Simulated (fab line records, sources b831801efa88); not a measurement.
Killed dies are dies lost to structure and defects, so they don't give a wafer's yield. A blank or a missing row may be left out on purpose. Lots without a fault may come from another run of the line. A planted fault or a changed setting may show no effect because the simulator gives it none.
A struck lot beside a sound one | flow sky130 | 16 steps out of a route of 708
Sound: wafers L628.1, L628.3, L628.6. Struck: wafer L638.3. (L638.1, L638.5 of the same lot were not struck and are left out.) The cause comes at the end.
At each step with rows: each side's tool, then ch and its chambers, then its first start. Under that, the readings that differ: sound wafers | struck wafers | difference of the means | sigmas: that difference in standard deviations of wafers without a fault.
alike: readings whose means differ by less than 2 such deviations, and words and numbers that are the same on both sides. not compared: withheld readings, readings that some wafer has no value for, bounds like >300 that may hide the same value, and numbers for which the record gives no deviation and whose values overlap.
The two part at a step that has a row with sigmas, a row that says differs or no value, or rows on one side only. Numbers that don't overlap but have no deviation are shown without sigmas and don't part them. A reading that every wafer of one side lacks parts them only if that side has two wafers or more.

first, 1 step without rows for these wafers: SKY_FIELD_ISO_DEVELOP_12 (develop time 60 s).
SKY_FIELD_ISO_CD_MEAS_13: target cd 150 nm.
  sound on cd_sem-02, day 4 22:50; struck on cd_sem-01, day 7 06:02
  alike: cd_nm
SKY_FIELD_ISO_ETCH_14: etches BARC in N2/H2, stops on SiO2, time 45.9 s, target depth 60 nm.
  sound on rie_diel-01 ch 0,1,3, day 4 22:58; struck on rie_diel-03 ch 3, day 7 06:10
  alike: drypump_motor_current_A, oes_product_au, throttle_valve_pct
  not compared: rf_hours_counter_h
SKY_FIELD_ISO_ETCH_15: etches the open film in CHF3/O2, stops on Si, target depth 180 nm, time 72 s.
  sound on rie_diel-01 ch 0,1,3, day 4 23:00; struck on rie_diel-03 ch 3, day 7 06:12
  alike: drypump_motor_current_A, oes_product_au, throttle_valve_pct
  not compared: rf_hours_counter_h
SKY_FIELD_ISO_STRIP_16: strips in O2/N2.
  sound on plasma_asher-01 ch 0,1, day 4 23:04; struck on plasma_asher-04 ch 0, day 7 06:16
  alike: drypump_motor_current_A, oes_product_au, strip_time_to_endpoint_s
  not compared: rf_hours_counter_h
SKY_FIELD_ISO_ETCH_17: etches Si in HBr/Cl2/O2, target depth 342 nm, time 97.7 s.
  sound on rie_si-01 ch 0,2,3, day 4 23:10; struck on rie_si-01 ch 2, day 7 06:22
  reading               | sound             | struck | difference | sigmas
  oes_product_au (a.u.) | 1.033 1.013 1.005 | 0.997  | -0.020     | -2
  alike: drypump_motor_current_A, he_backside_leak_sccm, mfc_cl2_sccm, throttle_valve_pct
  not compared: rf_hours_counter_h
then, 5 steps without rows for these wafers: SKY_FIELD_ISO_WET_ETCH_18 (etches Si3N4 in H3PO4, target depth 25 nm, time 286 s); SKY_FIELD_ISO_CLEAN_19 (cleans in SC1/SC2, time 150 s); SKY_FIELD_ISO_CLEAN_20 (cleans in dHF, time 20 s); SKY_FIELD_ISO_WET_ETCH_21 (etches SiO2 in dHF, target depth 20 nm, time 400 s); SKY_FIELD_ISO_OXIDATION_22 (stabilise 600 s, purge 300 s, target thk 10 nm).
SKY_FIELD_ISO_THK_MEAS_23:
  sound on film_metro-03, day 5 04:41; struck on film_metro-03, day 7 07:53
  alike: FIELD_ISO_OXIDATION_01_THK
SKY_FIELD_ISO_CVD_24: deposits SiO2, target thk 595 nm, time 99.2 s.
  sound on hdpcvd-01 ch 0,1, day 5 04:44; struck on hdpcvd-02 ch 0, day 7 07:56
  reading                                    | sound           | struck | difference | sigmas
  model.SiO2_of_FIELD_ISO_CVD_24.thk_nm (nm) | 589.3 593.2 587 | 629.9  | +40.1      |
SKY_FIELD_ISO_THK_MEAS_25:
  sound on film_metro-01, day 5 04:49; struck on film_metro-02, day 7 08:01
  reading                   | sound       | struck | difference | sigmas
  FIELD_ISO_CVD_24_THK (nm) | 589 593 587 | 630    | +40        | +6
then, 2 steps without rows for these wafers: SKY_FIELD_ISO_ANNEAL_26 (time 1800 s); SKY_PAD_OPEN_PROBE_99.

WHERE THEY PART
First at SKY_FIELD_ISO_ETCH_17; last, within this record, at SKY_FIELD_ISO_THK_MEAS_25.

WHY: what the simulator had put in
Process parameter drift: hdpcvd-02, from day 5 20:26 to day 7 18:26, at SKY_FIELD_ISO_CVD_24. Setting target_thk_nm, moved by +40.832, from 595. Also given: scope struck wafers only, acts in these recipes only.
